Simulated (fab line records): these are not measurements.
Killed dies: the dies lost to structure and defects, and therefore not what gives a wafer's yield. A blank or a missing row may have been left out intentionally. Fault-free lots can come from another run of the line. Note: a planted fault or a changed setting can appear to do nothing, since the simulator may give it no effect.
fab line records	flow sky130
record lots=6	wafers=18	lastDay=50
route steps=708 shown METAL5@664 PAD_OPEN@708
lots that met no fault: from a run of the same line without faults
startH: hours from the record's opening day to when the first of the lot's shown wafers began	waitH: how many hours have passed since the lot's step before this one	" repeats the value in the row above	L1.1+2: one row covering several wafers at once	- either no value or no given start	* or withheld: withheld	< > ~ a bound
route shown NAME@n: names a module that has steps shown in the file, with the first one's number in the route	usual: average and standard deviation across the fault-free wafers	same: alike in all rows	chamber/n: place in a boat	sites: readings site by site	_std_site: standard deviation across them	_edge_site: inner sites' mean taken away from outer sites' mean	radiusMm: for every site, how far away it sits from the centre of the wafer	mask NAME#n: copy n	behind: the last tool/chamber to shape the wafer	hold: what put the lot on hold/how long, in hours/how the hold closed	device: names the non-switching transistor (n, p or np)	end of line: tests run on the same wafers once the route is complete	a step without rows: its recipe alone	killed: the dies lost at the first sort to structure and to defects; this is not the yield of the wafer	map: the dies of a wafer, with x for killed, . for not killed, _ for no die there
set.NAME: the setting that was run; set.NAME@STEP: the one run at that earlier step	model.NAME: the simulator's own value behind a step, which no gauge read
lots seen at some steps along the route; tables by step, rows by wafer
services: the hour from which a tool's chamber was out of use, counted from the record's first day as startH (under 0 if before that day), plus the number of hours and why
## steps
# step SKY_METAL5_SPUTTER_03
# recipe material=Ti	targetThkNm=5	powerW=3000	timeS=3.3	chamberPressurePa=0.4
# usual throttleValvePct=29.8/1.1
lot.wafer	tool	chamber	startH	waitH	throttleValvePct
L801.1	pvdSputter-04	-	1013.55	0.0	29.5
L801.5	"	-	"	"	29.4
L801.6	"	-	"	"	29.6
L805.1	pvdSputter-02	-	1048.43	0.0	30.3
L805.4	"	-	"	"	31.1
L805.5	"	-	"	"	30.4
L813.2	pvdSputter-02	-	1091.40	0.0	29.5
L813.5	"	-	"	"	29.0
L813.6	"	-	"	"	29.7
L819.2	pvdSputter-02	-	1127.11	0.0	28.9
L819.3	"	-	"	"	30.3
L819.5	"	-	"	"	29.8
L821.1	pvdSputter-02	-	1141.14	0.0	28.8
L821.3	"	-	"	"	30.6
L821.4	"	-	"	"	31.0
L823.1	pvdSputter-01	-	1143.85	0.0	27.2
L823.2	"	-	"	"	31.5
L823.6	"	-	"	"	30.2
# step SKY_METAL5_SPUTTER_04
# recipe material=TiN	targetThkNm=70	powerW=6500	timeS=58.3	chamberPressurePa=0.4
# usual throttleValvePct=29.8/1.1
lot.wafer	tool	chamber	startH	waitH	throttleValvePct
L801.1	pvdSputter-04	-	1013.57	0.0	29.8
L801.5	"	-	"	"	29.4
L801.6	"	-	"	"	29.8
L805.1	pvdSputter-02	-	1048.44	0.0	30.5
L805.4	"	-	"	"	31.1
L805.5	"	-	"	"	30.2
L813.2	pvdSputter-02	-	1091.42	0.0	29.4
L813.5	"	-	"	"	29.2
L813.6	"	-	"	"	29.6
L819.2	pvdSputter-02	-	1127.12	0.0	28.9
L819.3	"	-	"	"	30.4
L819.5	"	-	"	"	29.7
L821.1	pvdSputter-02	-	1141.16	0.0	29.0
L821.3	"	-	"	"	30.2
L821.4	"	-	"	"	31.4
L823.1	pvdSputter-01	-	1143.87	0.0	27.6
L823.2	"	-	"	"	31.7
L823.6	"	-	"	"	29.9
# step SKY_METAL5_RS_MEAS_05
# recipe thkMeasGauge=four-point-probe	reads=TiN_of_METAL5_SPUTTER_04+Ti_of_METAL5_SPUTTER_03+AlCu_of_METAL5_SPUTTER_02+TiN_of_METAL5_SPUTTER_01+Ti_of_METAL5_SPUTTER_00
# usual METAL5_ALCU_RS=0.0269/0.00043
lot.wafer	tool	chamber	startH	waitH	METAL5_ALCU_RS[ohm/sq]
L801.1	filmMetro-04	-	1013.62	0.0	0.0271
L801.5	"	-	"	"	0.0272
L801.6	"	-	"	"	0.0273
L805.1	filmMetro-04	-	1048.49	0.0	0.0266
L805.4	"	-	"	"	0.0265
L805.5	"	-	"	"	0.0267
L813.2	filmMetro-04	-	1091.49	0.0	0.0272
L813.5	"	-	"	"	0.0260
L813.6	"	-	"	"	0.0272
L819.2	filmMetro-03	-	1127.21	0.1	0.0263
L819.3	"	-	"	"	0.0267
L819.5	"	-	"	"	0.0271
L821.1	filmMetro-03	-	1141.21	0.0	0.0262
L821.3	"	-	"	"	0.0264
L821.4	"	-	"	"	0.0264
L823.1	filmMetro-04	-	1143.92	0.0	0.0268
L823.2	"	-	"	"	0.0265
L823.6	"	-	"	"	0.0267
# step SKY_METAL5_THK_MEAS_06
# recipe thkMeasGauge=xrf	reads=AlCu_of_METAL5_SPUTTER_02
# usual METAL5_ALCU_THK=1138/18
lot.wafer	tool	chamber	startH	waitH	METAL5_ALCU_THK[nm]
L801.1	filmMetro-04	-	1013.74	0.1	1130
L801.5	"	-	"	"	1134
L801.6	"	-	"	"	1128
L805.1	filmMetro-04	-	1048.61	0.1	1151
L805.4	"	-	"	"	1166
L805.5	"	-	"	"	1151
L813.2	filmMetro-04	-	1091.60	0.1	1139
L813.5	"	-	"	"	1187
L813.6	"	-	"	"	1139
L819.2	filmMetro-03	-	1127.32	0.1	1157
L819.3	"	-	"	"	1141
L819.5	"	-	"	"	1130
L821.1	filmMetro-03	-	1141.33	0.1	1168
L821.3	"	-	"	"	1155
L821.4	"	-	"	"	1163
L823.1	filmMetro-04	-	1144.04	0.1	1152
L823.2	"	-	"	"	1161
L823.6	"	-	"	"	1156
# step SKY_METAL5_DEHYDRATE_07
# recipe tempC=200	timeS=60
# step SKY_METAL5_HMDS_08
# recipe primeTimeS=60	primeTempC=120
# step SKY_METAL5_COAT_09
# recipe resist=NOVOLAK	spinRpm=3000	resistThkNm=1800
# step SKY_METAL5_SOFTBAKE_10
# recipe tempC=90	timeS=60	resist=NOVOLAK
# step SKY_METAL5_EXPOSE_11
# recipe maskId=MM5	na=0.6	sourceShape=conventional	sigmaOuter=0.6	polarization=unpolarized	targetCdNm=1600	doseMj=190
# step SKY_METAL5_PEB_12
# recipe tempC=withheld	timeS=*	resist=NOVOLAK
# step SKY_METAL5_DEVELOP_13
# recipe resist=NOVOLAK	developer=TMAH	developTimeS=60	devTempC=23
# step SKY_METAL5_DESCUM_14
# recipe chemistry=O2	sourcePowerW=150	biasPowerW=0	pressureMtorr=10	tempC=40	timeS=11
# usual drypumpMotorCurrentA=5.6/0.46	oesProductAu=0.998/0.0073
# same biasPowerW=0
lot.wafer	tool	chamber	startH	waitH	drypumpMotorCurrentA	oesProductAu	rfHoursCounterH
L801.1	rieMetal-02	0	1036.73	0.1	5.2	0.995	14
L801.5	"	0	"	"	5.2	1.006	-
L801.6	"	1	"	"	6.3	1.011	-
L805.1	rieMetal-04	0	1070.61	0.1	5.9	0.998	18
L805.4	"	1	"	"	5.2	1.002	-
L805.5	"	1	"	"	5.2	1.002	-
L813.2	rieMetal-02	1	1111.03	0.1	6.3	0.987	1
L813.5	"	0	"	"	5.2	0.993	-
L813.6	"	1	"	"	6.3	0.991	-
L819.2	rieMetal-02	0	1146.08	0.1	5.2	1.000	23
L819.3	"	0	"	"	5.2	0.990	-
L819.5	"	0	"	"	5.2	1.005	-
L821.1	rieMetal-04	1	1160.28	0.1	5.1	1.014	7
L821.3	"	0	"	"	5.9	1.002	-
L821.4	"	1	"	"	5.1	1.008	-
L823.1	rieMetal-03	1	1161.58	0.1	5.0	0.981	27
L823.2	"	0	"	"	6.0	1.001	20
L823.6	"	0	"	"	6.0	1.003	-
# step SKY_METAL5_METAL_ETCH_15
# recipe targetDepthA=12600	stopOn=SiO2	overEtchFrac=0.2	timeS=252	chemistry=Cl2/BCl3	resistSidewallDeg=86	pressureMtorr=10	icpW=900	biasW=48.5	Cl2_flow_sccm=60	bcl3FlowSccm=30
# usual drypumpMotorCurrentA=5.6/0.46	oesProductAu=0.894/0.0055	throttleValvePct=22.264/0.0093
lot.wafer	tool	chamber	startH	waitH	drypumpMotorCurrentA	oesProductAu	rfHoursCounterH	throttleValvePct	model.NOVOLAK_of_METAL5_COAT_09.thkNm	model.METAL5.cdNm	model.SiO2_of_VIA4_HDPCVD_00.thkNm
L801.1	rieMetal-02	0	1036.77	0.0	5.2	0.891	14	22.267	1040	1601	548.5
L801.5	"	0	"	"	5.2	0.889	-	22.268	1042	1602	550.3
L801.6	"	1	"	"	6.3	0.895	-	22.264	1027	1599	548.4
L805.1	rieMetal-04	0	1070.64	0.0	5.9	0.905	18	22.262	1047	1611	545.9
L805.4	"	1	"	"	5.2	0.888	-	22.259	1031	1617	547
L805.5	"	1	"	"	5.2	0.892	-	22.255	1029	1620	548.1
L813.2	rieMetal-02	1	1111.07	0.0	6.3	0.886	1	22.270	808.9	1569	540.3
L813.5	"	0	"	"	5.2	0.912	-	22.250	806	1581	541.6
L813.6	"	1	"	"	6.3	0.894	-	22.278	807.9	1567	539.8
L819.2	rieMetal-02	0	1146.11	0.0	5.2	0.898	24	22.257	786.7	1572	540.2
L819.3	"	0	"	"	5.3	0.894	-	22.272	798.5	1569	541.9
L819.5	"	0	"	"	5.3	0.896	-	22.266	803.3	1574	542
L821.1	rieMetal-04	1	1160.31	0.0	5.2	0.899	7	22.271	1035	1613	551.3
L821.3	"	0	"	"	6.0	0.893	-	22.261	1038	1615	549.6
L821.4	"	1	"	"	5.2	0.890	-	22.263	1030	1612	548.8
L823.1	rieMetal-03	1	1161.61	0.0	5.0	0.904	27	22.267	1038	1590	550.2
L823.2	"	0	"	"	6.0	0.890	20	22.264	1031	1582	549.2
L823.6	"	0	"	"	6.0	0.897	-	22.253	1029	1584	548.7
# step SKY_METAL5_STRIP_16
# recipe chemistry=O2/N2	powerW=1400	pressureMtorr=1500	platenTempC=withheld	o2FlowSccm=3000	n2FlowSccm=300	overashFraction=0.5
# usual drypumpMotorCurrentA=5.34/0.16	oesProductAu=0.711/0.005	stripTimeToEndpointS=13.11/0.088
# same overashFraction=0.5
lot.wafer	tool	chamber	startH	waitH	drypumpMotorCurrentA	oesProductAu	rfHoursCounterH	stripTimeToEndpointS
L801.1	plasmaAsher-02	1	1037.00	0.2	5.36	0.721	30	13.15
L801.5	"	0	"	"	5.71	0.714	-	13.13
L801.6	"	1	"	"	5.37	0.716	-	12.98
L805.1	plasmaAsher-01	1	1070.88	0.2	5.31	0.715	62	13.23
L805.4	"	1	"	"	5.30	0.715	-	13.03
L805.5	"	1	"	"	5.31	0.715	-	13.00
L813.2	plasmaAsher-04	0	1111.30	0.2	5.23	0.668	4	10.52
L813.5	"	1	"	"	5.20	0.666	-	10.48
L813.6	"	0	"	"	5.22	0.664	-	10.49
L819.2	plasmaAsher-01	0	1146.35	0.2	5.24	0.655	70	10.24
L819.3	"	0	"	"	5.26	0.659	-	10.37
L819.5	"	1	"	"	5.33	0.664	-	10.45
L821.1	plasmaAsher-01	0	1160.55	0.2	5.26	0.711	72	13.08
L821.3	"	0	"	"	5.25	0.706	-	13.09
L821.4	"	1	"	"	5.32	0.707	-	13.01
L823.1	plasmaAsher-02	1	1161.85	0.2	5.38	0.709	40	13.11
L823.2	"	0	"	"	5.72	0.710	40	13.02
L823.6	"	0	"	"	5.71	0.707	-	12.99
# step SKY_METAL5_STRIP_17
# recipe chemistry=postEtchResidueRemover	timeS=1200	tempC=72.5
# step SKY_PAD_OPEN_PROBE_99
# usual defectLimitedYield=82.2/2	killed_at_M0_to_M3=45/7.2	killed_at_M4_up=3.0/1.8	killedAtContacts=25/6.1	killedAtFrontEnd=14/4.4	killedAtOther=0.2/0.44	killedDies=88/10	killedOpen=48/7.4	killedShort=40/6.3	sort_bin_3_pad_short=0.9/0.41	sort_bin_5_function=10.6/1.5	sort_bin_6_memory=6.4/1.2	sortNPass=404/10	sortYieldPct=82.2/2
# same grossDies=492	killedAtBackSide=0	sort_bin_4_leakage[%]=0	sort_bin_8_speed[%]=0
lot.wafer	tool	chamber	startH	waitH	defectLimitedYield[%]	killed_at_M0_to_M3	killed_at_M4_up	killedAtContacts	killedAtFrontEnd	killedAtOther	killedDies	killedOpen	killedShort	sort_bin_3_pad_short[%]	sort_bin_5_function[%]	sort_bin_6_memory[%]	sortNPass	sortYieldPct[%]	model.etest.met5.widthNm
L801.1	prober-02	-	1083.14	0.1	80.9	46	2	29	17	0	94	50	44	1.4	11.0	6.7	398	80.9	1604
L801.5	prober-02	-	1083.34	0.2	82.7	43	2	25	15	0	85	47	38	0.6	10.0	6.7	407	82.7	1600
L801.6	prober-02	-	1083.39	0.2	80.9	42	4	31	17	0	94	56	38	0.4	11.2	7.5	398	80.9	1600
L805.1	prober-02	-	1114.66	0.1	81.5	52	4	27	8	0	91	51	40	0.8	10.4	7.3	401	81.5	1615
L805.4	prober-02	-	1114.81	0.2	82.3	52	1	25	9	0	87	50	37	0.4	10.0	7.3	405	82.3	1614
L805.5	prober-02	-	1114.86	0.2	82.9	36	2	30	16	0	84	52	32	1.4	9.6	6.1	408	82.9	1621
L813.2	prober-02	-	1152.86	0.1	82.5	45	5	22	14	0	86	49	37	1.0	8.7	7.7	406	82.5	1569
L813.5	prober-02	-	1153.01	0.2	81.9	36	2	33	18	0	89	49	40	0.8	11.2	6.1	403	81.9	1583
L813.6	prober-02	-	1153.06	0.2	79.5	42	2	37	20	0	101	59	42	1.0	13.2	6.3	391	79.5	1568
L819.2	prober-01	-	1183.28	0.1	82.3	30	5	35	17	0	87	45	42	1.0	10.8	5.9	405	82.3	1571
L819.3	prober-01	-	1183.33	0.2	80.7	50	4	21	19	1	95	50	45	0.6	11.4	7.3	397	80.7	1570
L819.5	prober-01	-	1183.43	0.2	83.5	36	8	17	20	0	81	35	46	0.6	11.6	4.3	411	83.5	1574
L821.1	prober-02	-	1195.59	0.1	81.7	33	8	30	19	0	90	50	40	1.0	12.0	5.3	402	81.7	1612
L821.3	prober-02	-	1195.69	0.2	81.3	51	4	23	14	0	92	55	37	0.8	10.4	7.5	400	81.3	1616
L821.4	prober-02	-	1195.74	0.2	83.1	48	6	17	12	0	83	42	41	0.4	11.6	4.9	409	83.1	1614
L823.1	prober-01	-	1197.56	0.1	80.5	46	2	35	13	0	96	51	45	1.2	9.3	8.9	396	80.5	1591
L823.2	prober-01	-	1197.61	0.1	82.7	42	2	22	19	0	85	48	37	0.8	9.3	7.1	407	82.7	1581
L823.6	prober-01	-	1197.81	0.2	80.3	45	1	36	15	0	97	49	48	1.6	13.0	5.1	395	80.3	1584
# killed by level:class
L801.1 CONTACT:geometricParticle:open=11 VIA1:geometricParticle:open=11 LI_CONTACT:geometricParticle:open=10 METAL2:geometricParticle:short=10 VIA2:geometricParticle:open=6 CONTACT:geometricParticle:short=5 FIELD_ISO:geometricParticle:open=4 POLY_CUT:geometricParticle:short=4
L801.5 VIA1:geometricParticle:open=12 LI_CONTACT:geometricParticle:open=8 VIA3:geometricParticle:open=7 CONTACT:geometricParticle:short=7 POLY_GATE:geometricParticle:short=6 CONTACT:geometricParticle:open=6 VIA2:geometricParticle:open=6 METAL1:geometricParticle:short=5
L801.6 CONTACT:geometricParticle:open=16 VIA1:geometricParticle:open=10 POLY_GATE:geometricParticle:short=7 VIA3:geometricParticle:open=7 METAL2:geometricParticle:short=6 POLY_GATE:geometricParticle:open=5 LOCAL_INTERCONNECT:geometricParticle:short=4 CONTACT:geometricParticle:short=4
L805.1 CONTACT:geometricParticle:open=17 VIA3:geometricParticle:open=10 METAL1:geometricParticle:short=9 VIA1:geometricParticle:short=6 VIA1:geometricParticle:open=6 VIA2:geometricParticle:open=5 LI_CONTACT:geometricParticle:open=5 METAL2:geometricParticle:short=5
L805.4 VIA1:geometricParticle:open=19 LI_CONTACT:geometricParticle:open=10 VIA2:geometricParticle:open=7 METAL2:geometricParticle:short=7 CONTACT:geometricParticle:short=6 METAL1:geometricParticle:short=5 LOCAL_INTERCONNECT:geometricParticle:short=4 CONTACT:geometricParticle:open=4
L805.5 LI_CONTACT:geometricParticle:open=12 CONTACT:geometricParticle:open=11 VIA3:geometricParticle:open=9 VIA1:geometricParticle:open=6 FIELD_ISO:geometricParticle:open=5 LOCAL_INTERCONNECT:geometricParticle:short=4 METAL2:geometricParticle:short=4 METAL3:geometricParticle:short=4
L813.2 VIA1:geometricParticle:open=10 LI_CONTACT:geometricParticle:open=9 VIA1:geometricParticle:short=7 VIA2:geometricParticle:open=7 CONTACT:geometricParticle:open=6 VIA3:geometricParticle:open=6 METAL4:geometricParticle:short=5 FIELD_ISO:geometricParticle:open=4
L813.5 CONTACT:geometricParticle:open=13 FIELD_ISO:geometricParticle:open=8 VIA3:geometricParticle:open=7 FIELD_ISO:geometricParticle:short=6 LOCAL_INTERCONNECT:geometricParticle:short=6 LI_CONTACT:geometricParticle:open=5 CONTACT:geometricParticle:short=5 VIA2:geometricParticle:open=5
L813.6 CONTACT:geometricParticle:open=15 VIA1:geometricParticle:open=12 LI_CONTACT:geometricParticle:open=11 FIELD_ISO:geometricParticle:open=8 METAL1:geometricParticle:short=6 CONTACT:geometricParticle:short=6 VIA3:geometricParticle:open=6 LOCAL_INTERCONNECT:geometricParticle:short=5
L819.2 LI_CONTACT:geometricParticle:open=10 CONTACT:geometricParticle:open=9 FIELD_ISO:geometricParticle:open=7 LI_CONTACT:geometricParticle:short=7 VIA1:geometricParticle:open=6 VIA2:geometricParticle:open=5 FIELD_ISO:geometricParticle:short=4 LOCAL_INTERCONNECT:geometricParticle:short=4
L819.3 METAL1:geometricParticle:short=11 VIA1:geometricParticle:open=10 VIA3:geometricParticle:open=9 VIA2:geometricParticle:open=8 CONTACT:geometricParticle:open=7 LOCAL_INTERCONNECT:geometricParticle:short=5 LI_CONTACT:geometricParticle:open=4 POLY_GATE:geometricParticle:short=3
L819.5 VIA1:geometricParticle:open=8 FIELD_ISO:geometricParticle:short=7 METAL4:geometricParticle:short=7 METAL1:geometricParticle:short=6 METAL3:geometricParticle:short=6 CONTACT:geometricParticle:open=5 VIA3:geometricParticle:open=5 POLY_GATE:geometricParticle:open=4
L821.1 VIA1:geometricParticle:open=11 CONTACT:geometricParticle:open=10 POLY_GATE:geometricParticle:open=7 LI_CONTACT:geometricParticle:open=6 LOCAL_INTERCONNECT:geometricParticle:short=6 CONTACT:geometricParticle:short=6 VIA3:geometricParticle:open=6 FIELD_ISO:geometricParticle:short=5
L821.3 CONTACT:geometricParticle:open=12 VIA1:geometricParticle:open=11 VIA3:geometricParticle:open=9 METAL3:geometricParticle:short=7 VIA2:geometricParticle:open=6 FIELD_ISO:geometricParticle:open=5 VIA1:geometricParticle:short=5 LI_CONTACT:geometricParticle:open=4
L821.4 VIA3:geometricParticle:open=10 METAL1:geometricParticle:short=7 VIA1:geometricParticle:open=7 METAL2:geometricParticle:short=6 VIA2:geometricParticle:open=6 VIA1:geometricParticle:short=5 CONTACT:geometricParticle:open=5 METAL4:geometricParticle:short=5
L823.1 CONTACT:geometricParticle:open=12 METAL2:geometricParticle:short=9 VIA2:geometricParticle:open=8 CONTACT:geometricParticle:short=7 VIA1:geometricParticle:open=7 VIA3:geometricParticle:open=7 LI_CONTACT:geometricParticle:open=6 LOCAL_INTERCONNECT:geometricParticle:short=6
L823.2 VIA1:geometricParticle:open=13 VIA3:geometricParticle:open=8 LI_CONTACT:geometricParticle:open=7 POLY_GATE:geometricParticle:short=6 POLY_GATE:geometricParticle:open=6 CONTACT:geometricParticle:short=6 FIELD_ISO:geometricParticle:open=4 VIA2:geometricParticle:open=4
L823.6 CONTACT:geometricParticle:open=13 VIA1:geometricParticle:open=11 LOCAL_INTERCONNECT:geometricParticle:short=10 FIELD_ISO:geometricParticle:short=8 CONTACT:geometricParticle:short=6 VIA1:geometricParticle:short=6 VIA2:geometricParticle:open=6 VIA3:geometricParticle:short=5
## services
tool	chamber	startH	hours	kind
plasmaAsher-02	-	996.57	1.5	repair
pvdSputter-02	3	1010.31	-	consumableReplace:kit
pvdSputter-02	3	1010.31	18.0	scheduledDown
pvdSputter-02	3	1010.31	18.0	ventCycle
rieMetal-04	-	1026.06	14.6	pm
plasmaAsher-04	-	1055.25	9.0	pm
plasmaAsher-01	-	1064.93	1.2	repair
rieMetal-03	1	1069.04	39.7	repair
rieMetal-03	0	1072.15	2.1	repair
rieMetal-02	1	1073.78	-	clean
pvdSputter-01	-	1090.68	8.8	repair
pvdSputter-01	-	1090.89	1.3	repair
pvdSputter-02	2	1103.00	-	consumableReplace:kit
pvdSputter-02	2	1103.00	18.0	scheduledDown
pvdSputter-02	2	1103.00	18.0	ventCycle
plasmaAsher-01	-	1109.68	4.9	repair
plasmaAsher-04	-	1120.81	5.1	repair
rieMetal-02	0	1121.12	4.7	repair
plasmaAsher-02	-	1126.02	14.6	pm
pvdSputter-02	-	1134.28	6.2	repair
rieMetal-02	1	1134.66	6.9	repair
plasmaAsher-02	-	1140.62	15.6	pm
plasmaAsher-01	-	1153.81	2.8	pm
plasmaAsher-02	-	1154.59	0.7	repair
## key
firstSign step=SKY_METAL5_STRIP_16	reading=stripTimeToEndpointS	direction=down	sigmas=31	usual=*	struck=*
effect step=SKY_METAL5_STRIP_16	reading=oesProductAu	direction=down	sigmas=9.7	usual=0.711	struck=0.663
modelEffect step=SKY_METAL5_METAL_ETCH_15	value=NOVOLAK_of_METAL5_COAT_09.thkNm	without=1037	struck=801.9
modelEffect step=SKY_PAD_OPEN_PROBE_99	value=etest.met5.widthNm	without=1600	struck=1572
metAt SKY_METAL5_METAL_ETCH_15
struckWafers L813.2,L813.5,L813.6,L819.2,L819.3,L819.5
onsetBetween 1036.77 1111.07
alsoFits SKY_METAL5_DESCUM_14:rieMetal-02
fault kind=processParameterDrift	tool=rieMetal-02	chamber=-	onsetH=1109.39	steps=SKY_METAL5_METAL_ETCH_15	channel=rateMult	offset=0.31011	shape=step	endH=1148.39
